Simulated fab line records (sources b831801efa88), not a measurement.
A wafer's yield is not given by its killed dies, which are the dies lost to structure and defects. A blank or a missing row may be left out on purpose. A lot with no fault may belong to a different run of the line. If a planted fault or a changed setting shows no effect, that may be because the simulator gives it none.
fab line records | flow sky130
record lots=6 | wafers=18 | last_day=50
route steps=708 shown METAL1@455 VIA1@458
lots untouched by any fault: they come from a run of this same line in which no faults occurred
start_h: hours from the record's opening day to when the first of the lot's shown wafers began | wait_h: hours from the lot's prior step to this one | " identical to the entry in the row above | L1.1+2: a single row standing in for several wafers | - value missing, or start not given | * or withheld: withheld | < > ~ a bound
route shown NAME@n: names a module that has steps shown in the file, with the first one's number in the route | usual: mean/standard deviation of fault-free wafers | same: alike in all rows | chamber/n: place in a boat | sites: readings site by site | _std_site: the standard deviation of these | _edge_site: the outer-site mean with the inner-site mean subtracted | radius_mm: for every site, how far away it sits from the centre of the wafer | mask NAME#n: copy n | behind: the tool/chamber that last shaped the wafer | hold: what put the lot on hold/how long, in hours/how the hold closed | device: whichever transistor did not switch (one of n, p or np) | end of line: the same wafers' tests at the end of the route | where a step has no rows: the recipe by itself | killed: at the first sort, the dies lost to defects and structure; wafer yield is something else | map: shows each die of a wafer: x if killed, . if not, _ if none is there
set.NAME: the setting the step ran with; set.NAME@STEP: the setting that earlier step ran with | model.NAME: the simulator's own value behind a step, which no gauge read
lots seen at some steps along the route; tables by step, rows by wafer
services: the hour from which a tool's chamber was out of use, counted from the record's first day as start_h (under 0 if before that day), plus the number of hours and why
## steps
# step SKY_METAL1_STRIP_21
# recipe chemistry=post_etch_residue_remover | time_s=1200 | temp_c=72.5
# step SKY_METAL1_CLEAN_22
# recipe chemistry=IPA | time_s=180 | temp_c=25
# step SKY_METAL1_CLEAN_23
# recipe chemistry=O3/DIW | dry=n2_spin
# step SKY_VIA1_HDPCVD_00
# recipe material=SiO2 | target_thk_nm=1030 | sigma_open_frac=0.3 | time_s=171.7 | temp_c=400 | sih4_flow_sccm=60 | pressure_mtorr=6
# step SKY_VIA1_THK_MEAS_01
# recipe reads=SiO2_of_VIA1_HDPCVD_00
# usual VIA1_HDPCVD_THK=1036/9.7
lot.wafer | tool          | chamber | start_h | wait_h | VIA1_HDPCVD_THK[nm]
L884.1    | film_metro-04 | -       | 774.24  | 0.1    | 1023
L884.2    | "             | -       | "       | "      | 1039
L884.3    | "             | -       | "       | "      | 1032
L890.1    | film_metro-03 | -       | 820.94  | 0.1    | 1047
L890.2    | "             | -       | "       | "      | 1043
L890.5    | "             | -       | "       | "      | 1046
L891.1    | film_metro-03 | -       | 840.93  | 0.1    | 1046
L891.2    | "             | -       | "       | "      | 1024
L891.5    | "             | -       | "       | "      | 1027
L898.1    | film_metro-02 | -       | 877.67  | 0.1    | 1026
L898.2    | "             | -       | "       | "      | 1036
L898.3    | "             | -       | "       | "      | 1009
L901.2    | film_metro-04 | -       | 911.62  | 0.1    | 1045
L901.3    | "             | -       | "       | "      | 1037
L901.4    | "             | -       | "       | "      | 1038
L905.1    | film_metro-02 | -       | 944.05  | 0.1    | 1040
L905.4    | "             | -       | "       | "      | 1048
L905.5    | "             | -       | "       | "      | 1030
# step SKY_VIA1_CMP_02
# recipe material=SiO2 | down_force_psi=4 | platen_rpm=60 | pad_velocity_m_s=0.94248
# usual motor_current_A=11.8/1.3 | retaining_ring_pressure_frac=1.000/0.005
lot.wafer | tool   | chamber | start_h | wait_h | motor_current_A | retaining_ring_pressure_frac
L884.2    | cmp-01 | 1       | 774.30  | 0.0    | 12.5            | 1.004
L884.3    | "      | 3       | "       | "      | 13.4            | 0.999
L884.1    | "      | 0       | "       | "      | 10.5            | 0.995
L890.1    | cmp-01 | 3       | 821.05  | 0.1    | 13.2            | 1.005
L890.2    | "      | 0       | "       | "      | 10.4            | 1.008
L890.5    | "      | 2       | "       | "      | 9.8             | 1.000
L891.2    | cmp-01 | 1       | 841.11  | 0.2    | 11.8            | 0.996
L891.1    | "      | 3       | "       | "      | 13.0            | 0.996
L891.5    | "      | 1       | "       | "      | 13.0            | 0.990
L898.2    | cmp-01 | 0       | 877.73  | 0.0    | 10.8            | 1.007
L898.3    | "      | 1       | "       | "      | 12.3            | 1.005
L898.1    | "      | 2       | "       | "      | 10.4            | 0.998
L901.4    | cmp-02 | 0       | 911.67  | 0.0    | 10.7            | 1.002
L901.2    | "      | 1       | "       | "      | 12.3            | 0.999
L901.3    | "      | 3       | "       | "      | 12.8            | 0.994
L905.1    | cmp-02 | 1       | 944.11  | 0.1    | 11.7            | 0.997
L905.4    | "      | 2       | "       | "      | 13.6            | 0.993
L905.5    | "      | 2       | "       | "      | 13.6            | 0.994
# step SKY_VIA1_BOW_MEAS_03
# recipe mode=bow
# usual VIA1_BOW=80/7.4
lot.wafer | tool          | chamber | start_h | wait_h | VIA1_BOW[um]
L884.1    | film_metro-04 | -       | 774.60  | 0.1    | 81
L884.2    | "             | -       | "       | "      | 80
L884.3    | "             | -       | "       | "      | 85
L890.1    | film_metro-04 | -       | 821.30  | 0.2    | 84
L890.2    | "             | -       | "       | "      | 82
L890.5    | "             | -       | "       | "      | 76
L891.1    | film_metro-04 | -       | 841.36  | 0.1    | 89
L891.2    | "             | -       | "       | "      | 92
L891.5    | "             | -       | "       | "      | 90
L898.1    | film_metro-04 | -       | 878.03  | 0.1    | 85
L898.2    | "             | -       | "       | "      | 87
L898.3    | "             | -       | "       | "      | 82
L901.2    | film_metro-03 | -       | 911.99  | 0.2    | 93
L901.3    | "             | -       | "       | "      | 88
L901.4    | "             | -       | "       | "      | 77
L905.1    | film_metro-04 | -       | 944.41  | 0.2    | 74
L905.4    | "             | -       | "       | "      | 82
L905.5    | "             | -       | "       | "      | 75
# step SKY_VIA1_DEHYDRATE_04
# recipe temp_c=200 | time_s=60
# step SKY_VIA1_HMDS_05
# recipe prime_time_s=60 | prime_temp_c=120
# step SKY_VIA1_COAT_06
# recipe resist=BARC | temp_c=withheld | time_s=withheld | spin_rpm=3000 | resist_thk_nm=60
# step SKY_VIA1_COAT_07
# recipe resist=KrF-thick | spin_rpm=3000 | resist_thk_nm=450
# step SKY_VIA1_SOFTBAKE_08
# recipe temp_c=100 | time_s=90 | resist=KrF-thick
# step SKY_VIA1_EXPOSE_09
# recipe mask_id=VIM | na=0.8 | source_shape=annular | sigma_inner=0.55 | sigma_outer=0.85 | target_cd_nm=150 | dose_mj=38
# usual exposure_dose_mJ_cm2=37.99/0.04 | focus_offset_nm=-0.1/0.58 | reticle_temp_C=23.01/0.11
lot.wafer | tool           | chamber | start_h | wait_h | mask  | exposure_dose_mJ_cm2 | focus_offset_nm | reticle_temp_C
L884.1    | krf_scanner-01 | 0       | 788.15  | -      | VIM#0 | 37.97                | 0.2             | 22.75
L884.2    | "              | 0       | "       | "      | VIM#0 | 37.99                | -0.8            | 22.99
L884.3    | "              | 0       | "       | "      | VIM#0 | 37.96                | -0.3            | 23.05
L890.1    | krf_scanner-02 | -       | 834.72  | -      | VIM#0 | -                    | -               | -
L890.2    | "              | -       | "       | "      | VIM#0 | -                    | -               | -
L890.5    | "              | -       | "       | "      | VIM#0 | -                    | -               | -
L891.1    | krf_scanner-01 | -       | 854.58  | -      | VIM#0 | -                    | -               | -
L891.2    | "              | -       | "       | "      | VIM#0 | -                    | -               | -
L891.5    | "              | -       | "       | "      | VIM#0 | -                    | -               | -
L898.1    | krf_scanner-01 | 0       | 891.58  | -      | VIM#0 | 38.05                | -1.0            | 23.01
L898.2    | "              | 0       | "       | "      | VIM#0 | 38.06                | 0.0             | 23.02
L898.3    | "              | 0       | "       | "      | VIM#0 | 38.07                | -0.5            | 22.94
L901.2    | krf_scanner-01 | 0       | 925.41  | -      | VIM#0 | 38.02                | 0.2             | 23.00
L901.3    | "              | 0       | "       | "      | VIM#0 | 38.04                | -0.3            | 23.02
L901.4    | "              | 0       | "       | "      | VIM#0 | 38.02                | -0.8            | 22.96
L905.1    | krf_scanner-01 | 0       | 957.22  | -      | VIM#0 | 38.02                | -0.3            | 23.06
L905.4    | "              | 0       | "       | "      | VIM#0 | 37.98                | 0.6             | 22.84
L905.5    | "              | 0       | "       | "      | VIM#0 | 37.99                | -0.4            | 22.88
# step SKY_VIA1_PEB_10
# recipe peb_temp_c=withheld | peb_time_s=withheld | resist=KrF-thick
## services
tool           | chamber | start_h | hours | kind
cmp-01         | -       | 752.86  | 0.4   | repair
krf_scanner-01 | -       | 754.25  | 3.6   | pm
krf_scanner-02 | -       | 755.05  | 1.7   | repair
krf_scanner-01 | -       | 757.80  | 0.8   | pm
krf_scanner-02 | -       | 758.55  | 0.8   | pm
krf_scanner-02 | -       | 775.35  | 1.7   | repair
krf_scanner-02 | -       | 782.99  | 1.0   | pm
cmp-02         | -       | 783.91  | 3.3   | pm
krf_scanner-01 | -       | 789.76  | 1.0   | pm
krf_scanner-01 | -       | 793.52  | 4.0   | pm
cmp-02         | -       | 831.39  | 3.8   | repair
cmp-02         | -       | 837.04  | 22.1  | repair
krf_scanner-01 | -       | 859.36  | 0.2   | repair
krf_scanner-02 | -       | 883.32  | 1.5   | repair
krf_scanner-02 | -       | 884.85  | 1.3   | pm
cmp-01         | -       | 901.02  | 0.4   | repair
krf_scanner-01 | -       | 910.78  | 1.3   | pm
cmp-01         | -       | 911.82  | 1.1   | repair
cmp-02         | -       | 912.41  | 4.0   | pm
cmp-01         | -       | 916.41  | 6.4   | pm
krf_scanner-01 | -       | 923.67  | 0.8   | pm
krf_scanner-02 | -       | 924.83  | 0.8   | pm
krf_scanner-01 | -       | 927.64  | 0.6   | repair
krf_scanner-02 | -       | 951.99  | 1.0   | pm
## key
first_sign step=SKY_VIA1_EXPOSE_09 | reading=tool_record | direction=missing
effect none on later readings
met_at SKY_VIA1_EXPOSE_09
struck_wafers L890.1,L890.2,L890.5,L891.1,L891.2,L891.5
later_rows_left_out L890.1,L890.2,L890.5,L891.1,L891.2,L891.5
sort_left_out L890.1,L890.2,L890.5,L891.1,L891.2,L891.5
onset_between 788.15 834.72
fault kind=skipped_step_whole | tool=krf_scanner-01,krf_scanner-02 | chamber=- | onset_h=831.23 | steps=SKY_VIA1_EXPOSE_09 | scope=struck_lots_only
# sort_left_out: the simulated sort isn't trusted on such a fault, so these wafers' sort isn't shown, and their yield isn't known
# later_rows_left_out: the simulator's readings of these wafers behind a module that went badly wrong aren't trusted and aren't shown, but for the sort
